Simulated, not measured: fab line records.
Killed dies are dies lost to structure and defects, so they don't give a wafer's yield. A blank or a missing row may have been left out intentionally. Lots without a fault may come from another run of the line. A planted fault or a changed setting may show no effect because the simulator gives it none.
A struck lot beside a sound one | flow sky130 | 25 steps out of a route of 708
Sound: wafers L658.1, L658.3, L658.5. Struck: wafer L651.5 (left out: L651.2, a lot-mate that was not struck); the cause follows at the end.
At each step with rows: each side's tool, then ch and its chambers, then its first start. Under that, the readings that differ: sound wafers | struck wafers | difference of the means | sigmas: that difference in standard deviations of wafers without a fault.
alike: readings with means less than 2 such deviations apart, plus words and numbers identical on both sides. not compared: withheld readings, readings lacking a value on some wafer, bounds such as >300 that could conceal the same value, and numbers that have no deviation in the record and whose values overlap.
The two part at a step that has a row with sigmas, a row that says differs or no value, or rows on one side only. When numbers do not overlap yet have no deviation, they are printed without sigmas and do not part them. Lack of a reading on every wafer of one side parts them only where that side has two or more wafers.

first, 1 step without rows for these wafers: SKY_LI_CONTACT_PRE_CLEAN_18 (time 5.6 s).
SKY_LI_CONTACT_SPUTTER_19: material Ti, target thk 20 nm, time 106.37 s.
  struck on pvdSputter-03, day 33 10:29; sound on pvdSputter-01, day 35 07:53
  alike: throttleValvePct
SKY_LI_CONTACT_SPUTTER_20: material TiN, target thk 20 nm, time 80 s.
  struck on pvdSputter-03, day 33 10:34; sound on pvdSputter-01, day 35 07:58
  alike: throttleValvePct
SKY_LI_CONTACT_CVD_21: deposits W, target thk 400 nm, time 120.56 s.
  sound on cvdW-02 ch 0,1, day 35 08:01; struck on cvdW-02 ch 1, day 33 10:37
  alike: heaterPowerOuterW, heaterPowerW
SKY_LI_CONTACT_RS_MEAS_22: the measuring method here is four-point-probe.
  struck on filmMetro-01, day 33 10:46; sound on filmMetro-02, day 35 08:09
  alike: LI_CONTACT_W_RS
SKY_LI_CONTACT_THK_MEAS_23: measures by xrf.
  struck on filmMetro-01, day 33 10:53; sound on filmMetro-02, day 35 08:16
  alike: LI_CONTACT_W_THK
SKY_LI_CONTACT_CMP_24: polishes, stops on PSG, t overpolish 20 s, target thk 0 nm.
  sound on cmp-02 ch 1,2, day 35 08:20; struck on cmp-01 ch 1, day 33 11:02
  alike: headPressurePsi, motorCurrentA, overpolishRunS, slurryFilterDpKPa, timeToEndpointS
then, 1 step without rows for these wafers: SKY_LOCAL_INTERCONNECT_SPUTTER_00 (material TiN, target thk 100 nm, time 83.3 s).
SKY_LOCAL_INTERCONNECT_RS_MEAS_01: the measuring method here is four-point-probe.
  struck on filmMetro-01, day 33 11:19; sound on filmMetro-04, day 35 08:41
  alike: LOCAL_INTERCONNECT_TIN_RS
SKY_LOCAL_INTERCONNECT_THK_MEAS_02: measures by xrf.
  struck on filmMetro-01, day 33 11:25; sound on filmMetro-04, day 35 08:49
  alike: LOCAL_INTERCONNECT_TIN_THK
then, 2 steps without rows for these wafers: SKY_LOCAL_INTERCONNECT_DEHYDRATE_03 (time 60 s); SKY_LOCAL_INTERCONNECT_HMDS_04 (prime time 60 s).
SKY_LOCAL_INTERCONNECT_COAT_05: resist thk 60 nm.
  sound on lithoTrack-03 ch 0, day 35 21:31; struck on lithoTrack-02 ch 0, day 34 00:16
  not compared: chillPlateTempC
then, 5 steps without rows for these wafers: SKY_LOCAL_INTERCONNECT_COAT_06 (resist thk 450 nm); SKY_LOCAL_INTERCONNECT_SOFTBAKE_07 (time 90 s); SKY_LOCAL_INTERCONNECT_EXPOSE_08 (exposes mask LI1M, target cd 170 nm); SKY_LOCAL_INTERCONNECT_PEB_09; SKY_LOCAL_INTERCONNECT_DEVELOP_10 (develop time 60 s).
SKY_LOCAL_INTERCONNECT_CD_MEAS_11 targets a cd of 170 nm.
  struck on cdSem-02, day 34 13:35; sound on cdSem-01, day 36 10:54
  alike: cdNm
SKY_LOCAL_INTERCONNECT_OVL_MEAS_12:
  struck on overlay-02, day 34 13:42; sound on overlay-02, day 36 11:01
  alike: LOCAL_INTERCONNECT_OVL
SKY_LOCAL_INTERCONNECT_ETCH_13: etches BARC in N2/H2, stops on SiO2, time 45.9 s, target depth 60 nm.
  sound on rieMetal-03 ch 1, day 36 11:04; struck on rieMetal-02 ch 1, day 34 13:44
reading                 | sound             | struck | difference | sigmas
oesProductAu (a.u.)     | 0.853 0.850 0.858 | 0.977  | +0.123     | +26
model.etch.depthNm (nm) | 60.24 59.99 60.14 | 75.63  | +15.51     | 
  alike: drypumpMotorCurrentA, throttleValvePct
  not compared: rfHoursCounterH
SKY_LOCAL_INTERCONNECT_METAL_ETCH_14: etches TiN in Cl2/BCl3, stops on PSG, target depth 110 nm, time 31.4 s.
  sound on rieMetal-03 ch 1, day 36 11:07; struck on rieMetal-02 ch 1, day 34 13:47
  alike: drypumpMotorCurrentA, oesProductAu, throttleValvePct
  not compared: rfHoursCounterH
SKY_LOCAL_INTERCONNECT_STRIP_15: strips in O2/N2.
  sound on plasmaAsher-02 ch 0,1, day 36 11:10; struck on plasmaAsher-02 ch 0, day 34 13:50
reading                  | sound             | struck | difference | sigmas
stripTimeToEndpointS (s) | 4.716 4.704 4.743 | 4.934  | +0.213     | +11
  alike: drypumpMotorCurrentA, oesProductAu
  not compared: rfHoursCounterH
then, 1 step without rows for these wafers: SKY_LOCAL_INTERCONNECT_STRIP_16 (strips in post etch residue remover, time 1200 s).
-- the record jumps here: 14 days lie between the struck wafers' starts before and after (it left off in module LOCAL_INTERCONNECT and takes up again in module PAD_OPEN, whose first step shown is number 708 of the route) --
SKY_PAD_OPEN_PROBE_99:
  struck on prober-02, day 48 23:13; sound on prober-01, day 50 05:14
reading         | sound | struck | difference | sigmas
killed_at_M4_up | 2 3 2 | 7      | +5         | +2
  alike: killed_at_M0_to_M3, killedAtContacts, killedAtFrontEnd, killedAtOther, killedDies, killedOpen, killedShort

== WHERE THEY PART ==
At SKY_LOCAL_INTERCONNECT_ETCH_13 first; at SKY_PAD_OPEN_PROBE_99 last (within this record only).

WHY: whatever the simulator had introduced
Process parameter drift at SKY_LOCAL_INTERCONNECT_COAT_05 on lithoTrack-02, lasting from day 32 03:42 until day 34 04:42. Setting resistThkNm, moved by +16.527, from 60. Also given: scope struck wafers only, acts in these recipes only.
